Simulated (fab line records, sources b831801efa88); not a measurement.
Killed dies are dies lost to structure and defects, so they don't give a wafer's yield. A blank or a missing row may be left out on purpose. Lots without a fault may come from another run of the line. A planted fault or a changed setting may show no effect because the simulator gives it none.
Commonality check across tools | flow sky130 | Sampled: 12 lots, 36 wafers

## REASON IT WAS OPENED
Of 12 lots, 3 have the reading CONTACT_W_RS flagged at SKY_CONTACT_RS_MEAS_25. No-fault wafers: 0.341 ohm/sq, standard deviation 0.0035.
Rule: a lot is flagged in two cases, either no wafer of it has a number, or all its wafers with numbers fall more than 4 standard deviations from that mean. As for the other lots, they are considered sound.

lot  | measured     | on            | CONTACT_W_RS (ohm/sq), wafer by wafer | flag
L342 | day 32 13:07 | film metro-01 | 0.339 0.343 0.341                     |
L344 | day 32 20:23 | film metro-01 | 0.338 0.340 0.339                     |
L347 | day 34 07:27 | film metro-04 | 0.342 0.343 0.342                     |
L348 | day 34 17:39 | film metro-04 | 0.337 0.339 0.342                     |
L350 | day 35 06:02 | film metro-01 | 0.338 0.342 0.341                     |
L349 | day 35 12:22 | film metro-01 | 0.333 0.337 0.331                     |
L351 | day 35 17:10 | film metro-01 | 0.338 0.344 0.338                     |
L352 | day 35 22:20 | film metro-04 | 0.339 0.340 0.338                     |
L356 | day 37 03:04 | film metro-04 | 58.417 57.911 57.631                  | FLAGGED
L357 | day 37 07:13 | film metro-04 | 58.262 58.382 58.852                  | FLAGGED
L358 | day 37 12:01 | film metro-03 | 58.083 58.131 57.951                  | FLAGGED
L363 | day 38 21:32 | film metro-03 | 0.346 0.346 0.344                     |
The numbers of the flagged lots are 58.180 ohm/sq on average: +57.839 ohm/sq against the usual, or +99 or more standard deviations.

## EACH LOT AND THE TOOL IT RAN ON
The record keeps 1 process step preceding the reading, out of 708 steps on the route. Each cell gives the tool, then ch followed by the chambers the sampled wafers passed through, then the start.
lot  | flag    | SKY_CONTACT_CVD_24
L342 |         | cvd w-01 ch 0,1, day 32 13:00
L344 |         | cvd w-02 ch 0,1, day 32 20:16
L347 |         | cvd w-01 ch 0,1, day 34 07:20
L348 |         | cvd w-02 ch 0,1, day 34 17:31
L350 |         | cvd w-02 ch 0,1, day 35 05:55
L349 |         | cvd w-01 ch 1, day 35 12:16
L351 |         | cvd w-01 ch 0,1, day 35 17:03
L352 |         | cvd w-01 ch 0,1, day 35 22:14
L356 | FLAGGED | cvd w-02 ch 0,1, day 37 02:57
L357 | FLAGGED | cvd w-01 ch 0,1, day 37 07:01
L358 | FLAGGED | cvd w-02 ch 0,1, day 37 11:53
L363 |         | cvd w-02 ch 0,1, day 38 21:25
These steps, and what they do:
- SKY_CONTACT_CVD_24: deposits W, target thk 340 nm, time 102.12 s.
- SKY_CONTACT_RS_MEAS_25: measures by four-point-probe.

## FLAGGED OVER TOTAL, TOOL BY TOOL (the gauges that took the reading come last)
step                   | tool          | lots run | flagged | share of the flagged lots | sound lots run after its first flagged lot
SKY_CONTACT_CVD_24     | cvd w-01      | 6        | 1       | some                      | 0
SKY_CONTACT_CVD_24     | cvd w-02      | 6        | 2       | some                      | 1 (L363)
SKY_CONTACT_RS_MEAS_25 | film metro-01 | 5        | 0       | none                      | -
SKY_CONTACT_RS_MEAS_25 | film metro-03 | 2        | 1       | some                      | 1 (L363)
SKY_CONTACT_RS_MEAS_25 | film metro-04 | 5        | 2       | some                      | 0

## WHAT THE TABLE PERMITS
No row of the table ran every flagged lot.

## WHAT THE SIMULATOR PUT IN
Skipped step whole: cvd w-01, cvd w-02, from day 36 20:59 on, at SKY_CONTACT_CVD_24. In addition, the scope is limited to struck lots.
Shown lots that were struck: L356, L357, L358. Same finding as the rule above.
